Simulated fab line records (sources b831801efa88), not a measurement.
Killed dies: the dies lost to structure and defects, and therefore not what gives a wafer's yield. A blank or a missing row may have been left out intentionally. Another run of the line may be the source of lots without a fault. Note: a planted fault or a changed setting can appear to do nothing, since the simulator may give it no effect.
fab line records + flow sky130
record:
- lots: 14
- wafers: 42
- last-day: 50
route steps=708 shown FIELD_ISO@24 DNWELL@43 NWELL@67
lots that met no fault: taken from a fault-free run of the same line
start-h: hours from the record's first day to the start of the lot's first wafer shown + wait-h: how many hours have passed since the lot's step before this one + " unchanged from the row above + L1.1+2: a single row standing in for several wafers + - no value, or no start was given + * or withheld: withheld + < > ~ a bound
route shown NAME@n: NAME is a module with steps in the file, n the number in the route of the first one + usual: mean/standard deviation taken from wafers without a fault + same: alike in all rows + chamber/n: place in a boat + sites: per-site readings + _std_site: the standard deviation of these + _edge_site: outer sites' mean less inner sites' + radius-mm: how far each site lies from the wafer's centre + mask NAME#n: copy n + behind: tool/chamber where the wafer was last shaped + hold: what put the lot on hold/how long, in hours/how the hold closed + device: transistor that didn't switch, given as n, p or np + end of line: at the end of the route, the tests of the same wafers + a step with no rows: only its recipe + killed: the dies lost at the first sort to structure and to defects; this is not the yield of the wafer + map: the dies of a wafer, with x for killed, . for not killed, _ for no die there
set.NAME: the run value of the setting; set.NAME@STEP: its run value at that earlier step + model.NAME: the simulator's own value behind a step, which no gauge read
the route's steps for a sample of lots (tables are steps, rows are wafers)
services: the hour from which a tool's chamber was out of use, counted from the record's first day as start-h (under 0 if before that day), plus the number of hours and why
== steps ==
step: SKY_FIELD_ISO_THK_MEAS_23
recipe:
- reads: SiO2_of_FIELD_ISO_OXIDATION_22
usual:
- FIELD_ISO_OXIDATION_01_THK: 10.09/0.15
| lot.wafer | tool          | chamber | start-h | wait-h | FIELD_ISO_OXIDATION_01_THK[nm] |
|-----------|---------------|---------|---------|--------|--------------------------------|
| L612.1    | film-metro-04 | -       | 32.82   | 0.0    | 10.00                          |
| L612.3    | "             | -       | "       | "      | 9.80                           |
| L612.5    | "             | -       | "       | "      | 10.12                          |
| L613.2    | film-metro-01 | -       | 35.81   | 0.0    | 10.07                          |
| L613.3    | "             | -       | "       | "      | 9.93                           |
| L613.5    | "             | -       | "       | "      | 10.19                          |
| L614.2    | film-metro-04 | -       | 41.20   | 0.0    | 10.17                          |
| L614.5    | "             | -       | "       | "      | 10.31                          |
| L614.6    | "             | -       | "       | "      | 10.10                          |
| L615.1    | film-metro-01 | -       | 47.58   | 0.0    | 10.09                          |
| L615.4    | "             | -       | "       | "      | 10.31                          |
| L615.6    | "             | -       | "       | "      | 9.87                           |
| L616.1    | film-metro-01 | -       | 54.21   | 0.0    | 10.13                          |
| L616.4    | "             | -       | "       | "      | 10.04                          |
| L616.6    | "             | -       | "       | "      | 10.00                          |
| L617.2    | film-metro-02 | -       | 56.27   | 0.0    | 9.98                           |
| L617.4    | "             | -       | "       | "      | 10.00                          |
| L617.5    | "             | -       | "       | "      | 10.04                          |
| L626.1    | film-metro-01 | -       | 105.19  | 0.0    | 10.13                          |
| L626.2    | "             | -       | "       | "      | 10.02                          |
| L626.6    | "             | -       | "       | "      | 9.94                           |
| L628.3    | film-metro-02 | -       | 113.87  | 0.0    | 9.86                           |
| L628.5    | "             | -       | "       | "      | 9.98                           |
| L628.6    | "             | -       | "       | "      | 10.00                          |
| L630.2    | film-metro-01 | -       | 125.00  | 0.0    | 9.96                           |
| L630.3    | "             | -       | "       | "      | 10.02                          |
| L630.6    | "             | -       | "       | "      | 10.06                          |
| L631.1    | film-metro-01 | -       | 130.65  | 0.0    | 10.00                          |
| L631.2    | "             | -       | "       | "      | 9.75                           |
| L631.5    | "             | -       | "       | "      | 9.82                           |
| L632.2    | film-metro-01 | -       | 134.77  | 0.0    | 10.08                          |
| L632.3    | "             | -       | "       | "      | 10.03                          |
| L632.4    | "             | -       | "       | "      | 10.08                          |
| L633.1    | film-metro-04 | -       | 141.65  | 0.0    | 10.00                          |
| L633.3    | "             | -       | "       | "      | 10.06                          |
| L633.5    | "             | -       | "       | "      | 10.25                          |
| L634.1    | film-metro-01 | -       | 144.91  | 0.0    | 9.81                           |
| L634.3    | "             | -       | "       | "      | 10.08                          |
| L634.4    | "             | -       | "       | "      | 10.19                          |
| L635.2    | film-metro-02 | -       | 150.60  | 0.0    | 10.33                          |
| L635.4    | "             | -       | "       | "      | 10.11                          |
| L635.5    | "             | -       | "       | "      | 10.12                          |
step: SKY_DNWELL_STRIP_08
recipe:
- chemistry: O2/N2
- power-w: 1400
- pressure-mtorr: 1500
- platen-temp-c: withheld
- o2-flow-sccm: 3000
- n2-flow-sccm: 300
- overash-fraction: 0.5
usual:
- chamber-pressure-mTorr: 1500.0/1.2
- drypump-motor-current-A: 5.7/0.7
- o2-flow-sccm: 2999/9.3
- oes-product-au: 0.723/0.005
- strip-time-to-endpoint-s: 36.87/0.091
same:
- overash-fraction: 0.5
| lot.wafer | tool            | chamber | start-h | wait-h | chamber-pressure-mTorr | drypump-motor-current-A | o2-flow-sccm | oes-product-au | rf-hours-counter-h | strip-time-to-endpoint-s |
|-----------|-----------------|---------|---------|--------|------------------------|-------------------------|--------------|----------------|--------------------|--------------------------|
| L612.1    | plasma-asher-02 | 0       | 53.98   | 0.1    | 1497.7                 | 6.2                     | 3008         | 0.721          | 37                 | 36.96                    |
| L612.3    | "               | 0       | "       | "      | 1500.7                 | 6.2                     | 3001         | 0.727          | -                  | 36.93                    |
| L612.5    | "               | 1       | "       | "      | 1501.9                 | 5.2                     | 2989         | 0.730          | -                  | 36.93                    |
| L613.2    | plasma-asher-01 | 1       | 55.78   | 0.1    | 1496.4                 | 5.4                     | 2999         | 0.723          | 37                 | 36.74                    |
| L613.3    | "               | 0       | "       | "      | 1499.7                 | 6.2                     | 2992         | 0.727          | -                  | 36.63                    |
| L613.5    | "               | 1       | "       | "      | 1500.7                 | 5.4                     | 3002         | 0.722          | -                  | 36.85                    |
| L614.2    | plasma-asher-02 | 0       | 62.43   | 0.1    | 1499.7                 | 6.2                     | 2992         | 0.721          | 38                 | 36.92                    |
| L614.5    | "               | 1       | "       | "      | 1499.6                 | 5.2                     | 2997         | 0.725          | -                  | 36.89                    |
| L614.6    | "               | 0       | "       | "      | 1499.4                 | 6.2                     | 2994         | 0.725          | -                  | 37.00                    |
| L615.1    | plasma-asher-02 | 1       | 67.83   | 0.1    | 1500.0                 | 5.2                     | 2997         | 0.726          | 39                 | 37.00                    |
| L615.4    | "               | 0       | "       | "      | 1499.2                 | 6.2                     | 2994         | 0.725          | -                  | 37.02                    |
| L615.6    | "               | 1       | "       | "      | 1499.0                 | 5.2                     | 3003         | 0.724          | -                  | 37.08                    |
| L616.1    | plasma-asher-04 | 0       | 74.92   | 0.1    | 1498.6                 | 6.5                     | 2991         | 0.728          | 38                 | 36.88                    |
| L616.4    | "               | 1       | "       | "      | 1499.0                 | 4.7                     | 2998         | 0.724          | -                  | 36.75                    |
| L616.6    | "               | 0       | "       | "      | 1501.0                 | 6.5                     | 2989         | 0.720          | -                  | 36.96                    |
| L617.2    | plasma-asher-04 | 1       | 76.73   | 0.1    | 1500.9                 | 4.7                     | 2989         | 0.724          | 38                 | 36.85                    |
| L617.4    | "               | 1       | "       | "      | 1500.3                 | 4.7                     | 2995         | 0.708          | -                  | 36.94                    |
| L617.5    | "               | 1       | "       | "      | 1500.4                 | 4.7                     | 3000         | 0.727          | -                  | 36.81                    |
| L626.1    | plasma-asher-02 | 1       | 129.93  | 0.1    | 1499.5                 | 5.2                     | 2999         | 0.728          | 46                 | 36.92                    |
| L626.2    | "               | 0       | "       | "      | 1501.0                 | 6.2                     | 2989         | 0.718          | 46                 | 36.87                    |
| L626.6    | "               | 0       | "       | "      | 1502.8                 | 6.2                     | 2992         | 0.724          | -                  | 36.95                    |
| L628.3    | plasma-asher-04 | 0       | 138.81  | 0.1    | 1499.7                 | 6.5                     | 2996         | 0.724          | -                  | 36.91                    |
| L628.5    | "               | 0       | "       | "      | 1499.5                 | 6.5                     | 3002         | 0.720          | -                  | 36.92                    |
| L628.6    | "               | 1       | "       | "      | 1498.8                 | 4.7                     | 2988         | 0.713          | -                  | 36.81                    |
| L630.2    | plasma-asher-04 | 0       | 148.83  | 0.1    | 1497.1                 | 6.5                     | 3013         | 0.718          | 46                 | 36.98                    |
| L630.3    | "               | 1       | "       | "      | 1501.6                 | 4.7                     | 3003         | 0.726          | -                  | 36.91                    |
| L630.6    | "               | 1       | "       | "      | 1500.4                 | 4.7                     | 3003         | 0.718          | -                  | 36.93                    |
| L631.1    | plasma-asher-01 | 1       | 154.58  | 0.1    | 1500.4                 | 5.4                     | 2982         | 0.718          | 2                  | 36.91                    |
| L631.2    | "               | 0       | "       | "      | 1502.0                 | 6.2                     | 2994         | 0.727          | 2                  | 36.88                    |
| L631.5    | "               | 0       | "       | "      | 1499.1                 | 6.2                     | 3000         | 0.719          | -                  | 36.79                    |
| L632.2    | plasma-asher-01 | 1       | 160.88  | 0.1    | 1502.6                 | 5.5                     | 2992         | 0.720          | 2                  | 36.92                    |
| L632.3    | "               | 0       | "       | "      | 1498.4                 | 6.2                     | 3000         | 0.729          | -                  | 36.89                    |
| L632.4    | "               | 1       | "       | "      | 1500.6                 | 5.5                     | 2992         | 0.728          | -                  | 36.82                    |
| L633.1    | plasma-asher-01 | 0       | 167.98  | 0.1    | 1498.3                 | 6.1                     | 3010         | 0.722          | 3                  | 36.82                    |
| L633.3    | "               | 1       | "       | "      | 1502.4                 | 5.4                     | 2996         | 0.718          | -                  | 36.80                    |
| L633.5    | "               | 0       | "       | "      | 1499.1                 | 6.1                     | 3011         | 0.724          | -                  | 36.93                    |
| L634.1    | plasma-asher-04 | 1       | 169.68  | 0.1    | 1500.5                 | 4.7                     | 3000         | 0.724          | 48                 | 36.75                    |
| L634.3    | "               | 0       | "       | "      | 1500.6                 | 6.5                     | 3002         | 0.723          | -                  | 36.87                    |
| L634.4    | "               | 1       | "       | "      | 1501.4                 | 4.7                     | 3012         | 0.718          | -                  | 36.79                    |
| L635.2    | plasma-asher-04 | 0       | 177.13  | 0.1    | 1499.9                 | 6.5                     | 3007         | 0.729          | 48                 | 36.62                    |
| L635.4    | "               | 0       | "       | "      | 1501.7                 | 6.5                     | 2999         | 0.727          | -                  | 36.78                    |
| L635.5    | "               | 0       | "       | "      | 1499.8                 | 6.5                     | 2998         | 0.715          | -                  | 36.78                    |
step: SKY_NWELL_STRIP_14
recipe:
- chemistry: O2/N2
- power-w: 1400
- pressure-mtorr: 1500
- platen-temp-c: withheld
- o2-flow-sccm: 3000
- n2-flow-sccm: 300
- overash-fraction: 0.5
usual:
- chamber-pressure-mTorr: 1500.1/1.3
- drypump-motor-current-A: 5.6/0.7
- o2-flow-sccm: 3001/9
- oes-product-au: 0.723/0.0047
- overash-fraction: 0.5/0
- strip-time-to-endpoint-s: 36.84/0.098
| lot.wafer | tool            | chamber | start-h | wait-h | chamber-pressure-mTorr | drypump-motor-current-A | o2-flow-sccm | oes-product-au | overash-fraction | rf-hours-counter-h | strip-time-to-endpoint-s |
|-----------|-----------------|---------|---------|--------|------------------------|-------------------------|--------------|----------------|------------------|--------------------|--------------------------|
| L612.1    | plasma-asher-04 | 1       | 87.50   | 0.1    | 1498.4                 | 4.7                     | 3007         | 0.726          | 0.5              | 39                 | 36.89                    |
| L612.3    | "               | 1       | "       | "      | 1499.6                 | 4.7                     | 2995         | 0.718          | 0.5              | -                  | 36.79                    |
| L612.5    | "               | 1       | "       | "      | 1498.6                 | 4.7                     | 3012         | 0.727          | 0.5              | -                  | 36.79                    |
| L613.2    | plasma-asher-01 | 0       | 89.72   | 0.1    | 1498.1                 | 6.2                     | 3004         | 0.729          | 0.5              | 40                 | 36.85                    |
| L613.3    | "               | 0       | "       | "      | 1499.4                 | 6.2                     | 3013         | 0.726          | 0.5              | -                  | 36.98                    |
| L613.5    | "               | 0       | "       | "      | 1499.0                 | 6.2                     | 3014         | 0.725          | 0.5              | -                  | 36.93                    |
| L614.2    | plasma-asher-03 | 0       | 96.62   | 0.1    | 1501.2                 | 5.8                     | 2998         | 0.719          | 0.5              | 29                 | 36.86                    |
| L614.5    | "               | 0       | "       | "      | 1498.5                 | 5.8                     | 2995         | 0.722          | 0.5              | -                  | 36.75                    |
| L614.6    | "               | 1       | "       | "      | 1500.2                 | 5.3                     | 3013         | 0.730          | 0.5              | -                  | 36.67                    |
| L615.1    | plasma-asher-04 | 0       | 101.77  | 0.1    | 1501.0                 | 6.5                     | 2996         | 0.724          | 0.5              | 40                 | 36.84                    |
| L615.4    | "               | 1       | "       | "      | 1499.9                 | 4.7                     | 3005         | 0.725          | 0.5              | -                  | 36.91                    |
| L615.6    | "               | 1       | "       | "      | 1502.3                 | 4.7                     | 3014         | 0.715          | 0.5              | -                  | 36.87                    |
| L616.1    | plasma-asher-04 | 1       | 110.45  | 0.1    | -                      | -                       | -            | -              | -                | -                  | -                        |
| L616.4    | "               | 1       | "       | "      | -                      | -                       | -            | -              | -                | -                  | -                        |
| L616.6    | "               | 0       | "       | "      | -                      | -                       | -            | -              | -                | -                  | -                        |
| L617.2    | plasma-asher-04 | 0       | 112.22  | 0.1    | -                      | -                       | -            | -              | -                | -                  | -                        |
| L617.4    | "               | 1       | "       | "      | -                      | -                       | -            | -              | -                | -                  | -                        |
| L617.5    | "               | 1       | "       | "      | -                      | -                       | -            | -              | -                | -                  | -                        |
| L626.1    | plasma-asher-04 | 1       | 170.45  | 0.1    | 1499.6                 | 4.7                     | 3011         | 0.722          | 0.5              | 48                 | 36.69                    |
| L626.2    | "               | 0       | "       | "      | 1500.2                 | 6.5                     | 3000         | 0.721          | 0.5              | 48                 | 36.89                    |
| L626.6    | "               | 0       | "       | "      | 1498.9                 | 6.5                     | 3001         | 0.726          | 0.5              | -                  | 36.89                    |
| L628.3    | plasma-asher-03 | 0       | 182.40  | 0.1    | 1500.2                 | 5.8                     | 3012         | 0.730          | 0.5              | -                  | 36.74                    |
| L628.5    | "               | 0       | "       | "      | 1500.6                 | 5.8                     | 2980         | 0.730          | 0.5              | -                  | 36.75                    |
| L628.6    | "               | 1       | "       | "      | 1498.4                 | 5.3                     | 2997         | 0.722          | 0.5              | -                  | 36.74                    |
| L630.2    | plasma-asher-01 | 0       | 186.71  | 0.1    | 1500.6                 | 6.1                     | 3001         | 0.717          | 0.5              | 5                  | 36.78                    |
| L630.3    | "               | 1       | "       | "      | 1499.5                 | 5.4                     | 3008         | 0.719          | 0.5              | -                  | 36.64                    |
| L630.6    | "               | 0       | "       | "      | 1499.2                 | 6.1                     | 3017         | 0.725          | 0.5              | -                  | 36.80                    |
| L631.1    | plasma-asher-04 | 0       | 199.60  | 0.1    | 1498.6                 | 6.5                     | 2997         | 0.721          | 0.5              | 51                 | 36.95                    |
| L631.2    | "               | 1       | "       | "      | 1500.4                 | 4.7                     | 3008         | 0.717          | 0.5              | 51                 | 37.08                    |
| L631.5    | "               | 1       | "       | "      | 1499.6                 | 4.7                     | 3002         | 0.725          | 0.5              | -                  | 36.96                    |
| L632.2    | plasma-asher-01 | 0       | 202.27  | 0.1    | 1499.0                 | 6.1                     | 2998         | 0.723          | 0.5              | 6                  | 36.91                    |
| L632.3    | "               | 1       | "       | "      | 1498.4                 | 5.4                     | 3008         | 0.722          | 0.5              | -                  | 36.70                    |
| L632.4    | "               | 0       | "       | "      | 1498.9                 | 6.2                     | 3003         | 0.719          | 0.5              | -                  | 36.95                    |
| L633.1    | plasma-asher-03 | 0       | 206.35  | 0.1    | 1499.4                 | 5.8                     | 2995         | 0.718          | 0.5              | 41                 | 36.85                    |
| L633.3    | "               | 1       | "       | "      | 1501.2                 | 5.3                     | 3003         | 0.713          | 0.5              | -                  | 36.86                    |
| L633.5    | "               | 1       | "       | "      | 1499.3                 | 5.3                     | 3008         | 0.725          | 0.5              | -                  | 36.97                    |
| L634.1    | plasma-asher-04 | 1       | 207.72  | 0.1    | 1503.0                 | 4.7                     | 3012         | 0.720          | 0.5              | 52                 | 36.75                    |
| L634.3    | "               | 0       | "       | "      | 1500.5                 | 6.5                     | 3002         | 0.718          | 0.5              | -                  | 36.77                    |
| L634.4    | "               | 1       | "       | "      | 1500.9                 | 4.7                     | 3003         | 0.727          | 0.5              | -                  | 36.70                    |
| L635.2    | plasma-asher-04 | 0       | 217.77  | 0.1    | 1500.3                 | 6.5                     | 2982         | 0.719          | 0.5              | 53                 | 36.66                    |
| L635.4    | "               | 0       | "       | "      | 1498.2                 | 6.5                     | 2977         | 0.723          | 0.5              | -                  | 36.82                    |
| L635.5    | "               | 0       | "       | "      | 1499.5                 | 6.5                     | 2991         | 0.722          | 0.5              | -                  | 36.64                    |
step: SKY_NWELL_TW_MEAS_15
usual:
- NWELL_TW: 1838/11
| lot.wafer | tool          | chamber | start-h | wait-h | NWELL_TW |
|-----------|---------------|---------|---------|--------|----------|
| L612.1    | film-metro-02 | -       | 87.60   | 0.1    | 1829     |
| L612.3    | "             | -       | "       | "      | 1847     |
| L612.5    | "             | -       | "       | "      | 1831     |
| L613.2    | film-metro-01 | -       | 89.83   | 0.1    | 1843     |
| L613.3    | "             | -       | "       | "      | 1843     |
| L613.5    | "             | -       | "       | "      | 1841     |
| L614.2    | film-metro-02 | -       | 96.73   | 0.1    | 1840     |
| L614.5    | "             | -       | "       | "      | 1834     |
| L614.6    | "             | -       | "       | "      | 1838     |
| L615.1    | film-metro-03 | -       | 101.87  | 0.1    | 1829     |
| L615.4    | "             | -       | "       | "      | 1830     |
| L615.6    | "             | -       | "       | "      | 1822     |
| L616.1    | film-metro-03 | -       | 110.55  | 0.1    | 1819     |
| L616.4    | "             | -       | "       | "      | 1819     |
| L616.6    | "             | -       | "       | "      | 1827     |
| L617.2    | film-metro-02 | -       | 112.33  | 0.1    | 1844     |
| L617.4    | "             | -       | "       | "      | 1837     |
| L617.5    | "             | -       | "       | "      | 1833     |
| L626.1    | film-metro-01 | -       | 170.55  | 0.1    | 1842     |
| L626.2    | "             | -       | "       | "      | 1851     |
| L626.6    | "             | -       | "       | "      | 1847     |
| L628.3    | film-metro-01 | -       | 182.61  | 0.2    | 1831     |
| L628.5    | "             | -       | "       | "      | 1842     |
| L628.6    | "             | -       | "       | "      | 1831     |
| L630.2    | film-metro-01 | -       | 186.82  | 0.1    | 1855     |
| L630.3    | "             | -       | "       | "      | 1843     |
| L630.6    | "             | -       | "       | "      | 1851     |
| L631.1    | film-metro-01 | -       | 199.70  | 0.1    | 1849     |
| L631.2    | "             | -       | "       | "      | 1850     |
| L631.5    | "             | -       | "       | "      | 1848     |
| L632.2    | film-metro-01 | -       | 202.38  | 0.1    | 1864     |
| L632.3    | "             | -       | "       | "      | 1853     |
| L632.4    | "             | -       | "       | "      | 1856     |
| L633.1    | film-metro-02 | -       | 206.45  | 0.1    | 1854     |
| L633.3    | "             | -       | "       | "      | 1853     |
| L633.5    | "             | -       | "       | "      | 1843     |
| L634.1    | film-metro-03 | -       | 207.82  | 0.1    | 1823     |
| L634.3    | "             | -       | "       | "      | 1827     |
| L634.4    | "             | -       | "       | "      | 1822     |
| L635.2    | film-metro-03 | -       | 217.88  | 0.1    | 1819     |
| L635.4    | "             | -       | "       | "      | 1820     |
| L635.5    | "             | -       | "       | "      | 1821     |
step: SKY_NWELL_STRIP_25
recipe:
- chemistry: O2/N2
- power-w: 1400
- pressure-mtorr: 1500
- platen-temp-c: withheld
- o2-flow-sccm: 3000
- n2-flow-sccm: 300
- overash-fraction: 0.5
usual:
- chamber-pressure-mTorr: 1500.2/1.4
- drypump-motor-current-A: 5.6/0.62
- o2-flow-sccm: 3001/8.3
- oes-product-au: 0.722/0.0045
- strip-time-to-endpoint-s: 36.83/0.11
same:
- overash-fraction: 0.5
| lot.wafer | tool            | chamber | start-h | wait-h | chamber-pressure-mTorr | drypump-motor-current-A | o2-flow-sccm | oes-product-au | rf-hours-counter-h | strip-time-to-endpoint-s |
|-----------|-----------------|---------|---------|--------|------------------------|-------------------------|--------------|----------------|--------------------|--------------------------|
| L612.1    | plasma-asher-04 | 0       | 104.75  | 0.1    | 1498.7                 | 6.5                     | 3002         | 0.721          | 41                 | 36.77                    |
| L612.3    | "               | 1       | "       | "      | 1500.0                 | 4.7                     | 3012         | 0.729          | -                  | 36.88                    |
| L612.5    | "               | 0       | "       | "      | 1499.0                 | 6.5                     | 2999         | 0.720          | -                  | 36.95                    |
| L613.2    | plasma-asher-04 | 1       | 108.20  | 0.1    | 1501.9                 | 4.7                     | 3004         | 0.731          | 41                 | 36.75                    |
| L613.3    | "               | 0       | "       | "      | 1500.1                 | 6.5                     | 3017         | 0.717          | -                  | 36.91                    |
| L613.5    | "               | 0       | "       | "      | 1501.9                 | 6.5                     | 3005         | 0.719          | -                  | 36.88                    |
| L614.2    | plasma-asher-03 | 0       | 114.77  | 0.1    | 1500.7                 | 5.8                     | 2999         | 0.725          | 31                 | 37.03                    |
| L614.5    | "               | 1       | "       | "      | 1499.7                 | 5.3                     | 3001         | 0.721          | -                  | 36.95                    |
| L614.6    | "               | 0       | "       | "      | 1500.5                 | 5.8                     | 2999         | 0.719          | -                  | 36.99                    |
| L615.1    | plasma-asher-03 | 1       | 120.00  | 0.1    | 1497.1                 | 5.3                     | 2985         | 0.724          | 32                 | 36.75                    |
| L615.4    | "               | 0       | "       | "      | 1501.8                 | 5.8                     | 2992         | 0.718          | -                  | 36.82                    |
| L615.6    | "               | 1       | "       | "      | 1499.9                 | 5.3                     | 2982         | 0.723          | -                  | 36.86                    |
| L616.1    | plasma-asher-04 | 1       | 129.42  | 0.1    | 1500.5                 | 4.7                     | 3009         | 0.736          | 43                 | 80.86                    |
| L616.4    | "               | 1       | "       | "      | 1498.1                 | 4.7                     | 3017         | 0.735          | -                  | 81.12                    |
| L616.6    | "               | 1       | "       | "      | 1501.5                 | 4.7                     | 3013         | 0.749          | -                  | 81.15                    |
| L617.2    | plasma-asher-04 | 0       | 130.97  | 0.1    | 1501.1                 | 6.5                     | 3012         | 0.740          | 44                 | 80.82                    |
| L617.4    | "               | 1       | "       | "      | 1501.3                 | 4.7                     | 3001         | 0.734          | -                  | 80.86                    |
| L617.5    | "               | 0       | "       | "      | 1499.6                 | 6.5                     | 2995         | 0.735          | -                  | 80.84                    |
| L626.1    | plasma-asher-04 | 1       | 187.72  | 0.1    | 1500.9                 | 4.7                     | 2984         | 0.722          | 50                 | 36.75                    |
| L626.2    | "               | 0       | "       | "      | 1502.4                 | 6.5                     | 2996         | 0.721          | 50                 | 36.84                    |
| L626.6    | "               | 0       | "       | "      | 1501.9                 | 6.5                     | 3001         | 0.726          | -                  | 36.73                    |
| L628.3    | plasma-asher-01 | 0       | 202.88  | 0.1    | 1499.3                 | 6.1                     | 2992         | 0.719          | -                  | 36.77                    |
| L628.5    | "               | 0       | "       | "      | 1498.8                 | 6.2                     | 2990         | 0.724          | -                  | 36.80                    |
| L628.6    | "               | 1       | "       | "      | 1501.7                 | 5.4                     | 3008         | 0.720          | -                  | 36.79                    |
| L630.2    | plasma-asher-03 | 0       | 208.15  | 0.1    | 1500.3                 | 5.8                     | 3008         | 0.726          | 41                 | 36.88                    |
| L630.3    | "               | 0       | "       | "      | 1499.5                 | 5.8                     | 3011         | 0.717          | -                  | 36.86                    |
| L630.6    | "               | 0       | "       | "      | 1500.7                 | 5.8                     | 2999         | 0.728          | -                  | 36.94                    |
| L631.1    | plasma-asher-01 | 0       | 219.87  | 0.1    | 1502.2                 | 6.2                     | 2992         | 0.723          | 7                  | 36.98                    |
| L631.2    | "               | 1       | "       | "      | 1501.5                 | 5.5                     | 2999         | 0.721          | 7                  | 36.94                    |
| L631.5    | "               | 0       | "       | "      | 1497.4                 | 6.2                     | 3002         | 0.720          | -                  | 36.96                    |
| L632.2    | plasma-asher-01 | 0       | 223.82  | 0.1    | 1499.9                 | 6.2                     | 2996         | 0.721          | 8                  | 36.84                    |
| L632.3    | "               | 0       | "       | "      | 1498.7                 | 6.1                     | 3009         | 0.727          | -                  | 36.76                    |
| L632.4    | "               | 1       | "       | "      | 1499.9                 | 5.5                     | 2993         | 0.724          | -                  | 36.76                    |
| L633.1    | plasma-asher-01 | 0       | 228.22  | 0.1    | 1500.3                 | 6.2                     | 3015         | 0.718          | 8                  | 36.99                    |
| L633.3    | "               | 0       | "       | "      | 1500.5                 | 6.2                     | 2993         | 0.723          | -                  | 36.97                    |
| L633.5    | "               | 0       | "       | "      | 1499.4                 | 6.1                     | 3008         | 0.729          | -                  | 36.82                    |
| L634.1    | plasma-asher-04 | 1       | 229.50  | 0.1    | 1499.8                 | 4.7                     | 3005         | 0.720          | 55                 | 36.74                    |
| L634.3    | "               | 0       | "       | "      | 1502.5                 | 6.5                     | 3001         | 0.725          | -                  | 36.69                    |
| L634.4    | "               | 1       | "       | "      | 1498.1                 | 4.7                     | 2998         | 0.715          | -                  | 36.72                    |
| L635.2    | plasma-asher-04 | 1       | 240.62  | 0.1    | 1499.5                 | 4.7                     | 2998         | 0.727          | 55                 | 36.81                    |
| L635.4    | "               | 1       | "       | "      | 1502.0                 | 4.7                     | 3003         | 0.723          | -                  | 36.70                    |
| L635.5    | "               | 0       | "       | "      | 1497.5                 | 6.5                     | 3001         | 0.722          | -                  | 36.73                    |
step: SKY_NWELL_TW_MEAS_26
usual:
- NWELL_2_TW: 501.2/2.8
| lot.wafer | tool          | chamber | start-h | wait-h | NWELL_2_TW |
|-----------|---------------|---------|---------|--------|------------|
| L612.1    | film-metro-01 | -       | 104.85  | 0.1    | 503.6      |
| L612.3    | "             | -       | "       | "      | 504.0      |
| L612.5    | "             | -       | "       | "      | 502.7      |
| L613.2    | film-metro-01 | -       | 108.31  | 0.1    | 503.3      |
| L613.3    | "             | -       | "       | "      | 503.5      |
| L613.5    | "             | -       | "       | "      | 506.1      |
| L614.2    | film-metro-02 | -       | 114.88  | 0.1    | 504.7      |
| L614.5    | "             | -       | "       | "      | 499.9      |
| L614.6    | "             | -       | "       | "      | 502.6      |
| L615.1    | film-metro-03 | -       | 120.10  | 0.1    | 497.8      |
| L615.4    | "             | -       | "       | "      | 496.8      |
| L615.6    | "             | -       | "       | "      | 496.4      |
| L616.1    | film-metro-03 | -       | 129.52  | 0.1    | 30.0       |
| L616.4    | "             | -       | "       | "      | 30.1       |
| L616.6    | "             | -       | "       | "      | 30.0       |
| L617.2    | film-metro-03 | -       | 131.08  | 0.1    | 30.1       |
| L617.4    | "             | -       | "       | "      | 29.9       |
| L617.5    | "             | -       | "       | "      | 30.0       |
| L626.1    | film-metro-01 | -       | 187.82  | 0.1    | 505.2      |
| L626.2    | "             | -       | "       | "      | 503.7      |
| L626.6    | "             | -       | "       | "      | 503.8      |
| L628.3    | film-metro-03 | -       | 202.97  | 0.1    | 498.4      |
| L628.5    | "             | -       | "       | "      | 499.8      |
| L628.6    | "             | -       | "       | "      | 498.5      |
| L630.2    | film-metro-01 | -       | 208.26  | 0.1    | 505.3      |
| L630.3    | "             | -       | "       | "      | 502.4      |
| L630.6    | "             | -       | "       | "      | 505.7      |
| L631.1    | film-metro-02 | -       | 219.97  | 0.1    | 505.2      |
| L631.2    | "             | -       | "       | "      | 505.0      |
| L631.5    | "             | -       | "       | "      | 505.8      |
| L632.2    | film-metro-03 | -       | 223.93  | 0.1    | 497.1      |
| L632.3    | "             | -       | "       | "      | 497.0      |
| L632.4    | "             | -       | "       | "      | 498.3      |
| L633.1    | film-metro-02 | -       | 228.32  | 0.1    | 502.7      |
| L633.3    | "             | -       | "       | "      | 501.4      |
| L633.5    | "             | -       | "       | "      | 497.9      |
| L634.1    | film-metro-01 | -       | 229.60  | 0.1    | 505.6      |
| L634.3    | "             | -       | "       | "      | 506.2      |
| L634.4    | "             | -       | "       | "      | 508.1      |
| L635.2    | film-metro-01 | -       | 240.73  | 0.1    | 503.7      |
| L635.4    | "             | -       | "       | "      | 503.3      |
| L635.5    | "             | -       | "       | "      | 506.1      |
== services ==
| tool            | chamber | start-h | hours | kind       |
|-----------------|---------|---------|-------|------------|
| plasma-asher-02 | -       | 54.48   | 2.1   | repair     |
| plasma-asher-04 | -       | 54.83   | 14.6  | pm         |
| plasma-asher-01 | -       | 95.45   | 15.6  | pm         |
| plasma-asher-01 | -       | 111.05  | 9.0   | pm         |
| plasma-asher-01 | 0       | 111.05  | 9.0   | vent-cycle |
| plasma-asher-01 | 1       | 111.05  | 9.0   | vent-cycle |
| plasma-asher-01 | 0       | 120.05  | -     | clean      |
| plasma-asher-01 | 1       | 120.05  | -     | clean      |
| plasma-asher-01 | -       | 130.10  | 14.6  | pm         |
| plasma-asher-01 | -       | 204.78  | 7.1   | pm         |
| plasma-asher-04 | -       | 211.23  | 2.8   | repair     |
| plasma-asher-03 | -       | 217.19  | 3.3   | repair     |
| plasma-asher-02 | -       | 228.84  | 0.3   | repair     |
== key ==
first-sign:
- step: SKY_NWELL_STRIP_14
- reading: tool-record
- direction: missing
effect:
- step: SKY_NWELL_STRIP_25
- reading: strip-time-to-endpoint-s
- direction: up
- sigmas: 99+
- usual: *
- struck: *
effect:
- step: SKY_NWELL_TW_MEAS_26
- reading: NWELL_2_TW
- direction: down
- sigmas: 99+
- usual: 501.2
- struck: 30.0
met-at SKY_NWELL_STRIP_14
struck-lots L616,L617
sort-left-out L616.1,L616.4,L616.6,L617.2,L617.4,L617.5
tester-left-out L616,L617
not-acting-at SKY_FIELD_ISO_THK_MEAS_23,SKY_DNWELL_STRIP_08,SKY_NWELL_TW_MEAS_15
onset-between 101.77 110.45
fault:
- kind: skipped-step-whole
- tool: plasma-asher-04
- chamber: -
- onset-h: 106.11
- steps: SKY_NWELL_STRIP_14
- scope: struck-lots-only
tester-left-out: of these lots the tester's yield and bins aren't shown, on N5 and GAA mostly nor the transistor test; their killed dies are dies lost to structure and defects alone, not to doping, threshold or leakage, so they don't give the yield
sort-left-out: the simulated sort isn't trusted on such a fault, so these wafers' sort isn't shown, and their yield isn't known
